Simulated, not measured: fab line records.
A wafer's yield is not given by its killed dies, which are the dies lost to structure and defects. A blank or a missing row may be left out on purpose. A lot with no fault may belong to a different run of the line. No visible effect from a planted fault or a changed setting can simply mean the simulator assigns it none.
Split-lot study    flow sfq-line    on a route of 325 steps: 5 lots, 27 wafers read

== THE SPLIT ITSELF ==
At SFQ_TRILAYER_I1_DEP_PECVD_045 (deposits SiO2 from SiH4/N2O, time 111.11 s, target thk 500 nm), the setting time-s was moved away from the recipe's 111.11 s on 9 of the 27 wafers read, by -39.1% to +45.0%. For the rest of the wafers, this setting stayed at what the recipe calls for.

Reading taken at the split's own step.

== THE READING ==
SiO2_of_TRILAYER_I1_DEP_PECVD_045.thk-nm (the simulator's own value, which no gauge read), in nm, at SFQ_TRILAYER_I1_DEP_PECVD_045 (deposits SiO2 from SiH4/N2O, time 111.11 s, target thk 500 nm). There is no usual value for it anywhere in the file. Average 499.6 nm, standard deviation 6.5 nm, over the 18 wafers here run with the recipe.

wafer   tool, chamber at the split  time-s as run, s  against the recipe  SiO2_of_TRILAYER_I1_DEP_PECVD_045.thk-nm, nm  against lot-mates on the recipe
L074.1  pecvd-04, 1                 136.4             +22.8%              608.7                                         +109.3
L074.2  pecvd-04, 2                 111.11            recipe              493.8                                         -
L074.3  pecvd-04, 0                 136.4             +22.8%              614.4                                         +115.0
L074.4  pecvd-04, 0                 136.4             +22.8%              619.6                                         +120.2
L074.5  pecvd-04, 2                 111.11            recipe              502.4                                         -
L074.6  pecvd-04, 1                 111.11            recipe              501.9                                         -
L077.1  pecvd-01, 0                 111.11            recipe              493                                           -
L077.2  pecvd-01, 2                 111.11            recipe              489.2                                         -
L077.3  pecvd-01, 1                 111.11            recipe              494.1                                         -
L077.4  pecvd-01, 2,0               111.11            recipe              499                                           -
L077.6  pecvd-01, 2,0               111.11            recipe              499                                           -
L077.5  pecvd-01, 1                 111.11            recipe              496.3                                         -
L078.1  pecvd-04, 1                 111.11            recipe              497.9                                         -
L078.2  pecvd-04, 0                 161.1             +45.0%              726.5                                         +227.5
L078.3  pecvd-04, 2                 111.11            recipe              489.3                                         -
L078.4  pecvd-04, 2                 161.1             +45.0%              729.6                                         +230.6
L078.5  pecvd-04, 0                 111.11            recipe              509.9                                         -
L078.6  pecvd-04, 1                 161.1             +45.0%              728.4                                         +229.4
L079.1  pecvd-03, 2                 111.11            recipe              497.2                                         -
L079.2  pecvd-03, 1                 111.11            recipe              502                                           -
L079.3  pecvd-03, 0                 67.62             -39.1%              312.1                                         -192.3
L079.4  pecvd-03, 0                 111.11            recipe              513.9                                         -
L079.5  pecvd-03, 2                 67.62             -39.1%              313                                           -191.4
L079.6  pecvd-03, 1                 67.62             -39.1%              314.3                                         -190.1
L084.2  pecvd-04, 1                 111.11            recipe              503.3                                         -
L084.3  pecvd-04, 0                 111.11            recipe              501.7                                         -
L084.4  pecvd-04, 1                 111.11            recipe              508.6                                         -
Rows listing several chambers each stand for several wafers; the file does not say which wafer went through which chamber.

FIT RESULTS
A straight line over all 27 wafers: SiO2_of_TRILAYER_I1_DEP_PECVD_045.thk-nm changes by +4.94 nm for each +1% of time-s; r = +1.00; the points scatter about the line by 6.4 nm.
The same after taking each lot's own level away (the mean of its wafers on the recipe; 27 wafers): +5 nm for each +1%; r = +1.00; scatter 5.1 nm.
According to that fit, moving time-s by its largest amount changes the reading by 2.3e+02 nm.
Across the lots, their own levels run from 495.10 to 504.53 nm, a range of 1.4 times the standard deviation given above.
The two slopes agree, so the slope changes little with the lot-to-lot level.
Check: +226 nm against its lot-mates is what the line predicts for one of the wafers moved furthest among these (+45.0%) when that wafer is left out of the fit. It came out at +227 nm against them.

== THESE WAFERS: OTHER SPLITS ==
Before the reading, these wafers also passed through other splits. Each is held against what the fit with the lots' levels taken away leaves over:
other split on the same wafers              wafers away from the commonest value  r with SiO2_of_TRILAYER_I1_DEP_PECVD_045.thk-nm (lot level and that fit taken away)
SFQ_TRILAYER_L0_ETCH_METAL_ETCH_008 time-s  12                                    -0.02
SFQ_TRILAYER_M0_ETCH_METAL_ETCH_024 time-s  12                                    +0.33
SFQ_TRILAYER_I0_DEP_PECVD_027 time-s        6                                     -0.31

== THE WHOLE CHAIN: every reading that the file lists as answering this split, in the file's order ==
step                           what it does                                                   reading                                                                                    change (the file's fit)               r (the file's)
SFQ_TRILAYER_I1_DEP_PECVD_045  deposits SiO2 from SiH4/N2O, time 111.11 s, target thk 500 nm  SiO2_of_TRILAYER_I1_DEP_PECVD_045.thk-nm (the simulator's own value, which no gauge read)  +5.01 nm for each +1% of the setting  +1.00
SFQ_TRILAYER_I1_CMP_CMP_046    polishes SiO2                                                  time-to-endpoint-s                                                                         withheld for each +1% of the setting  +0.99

== THE FILE'S OWN FIT ==
SiO2_of_TRILAYER_I1_DEP_PECVD_045.thk-nm changes by +5.01 nm for each +1% of time-s, r = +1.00.
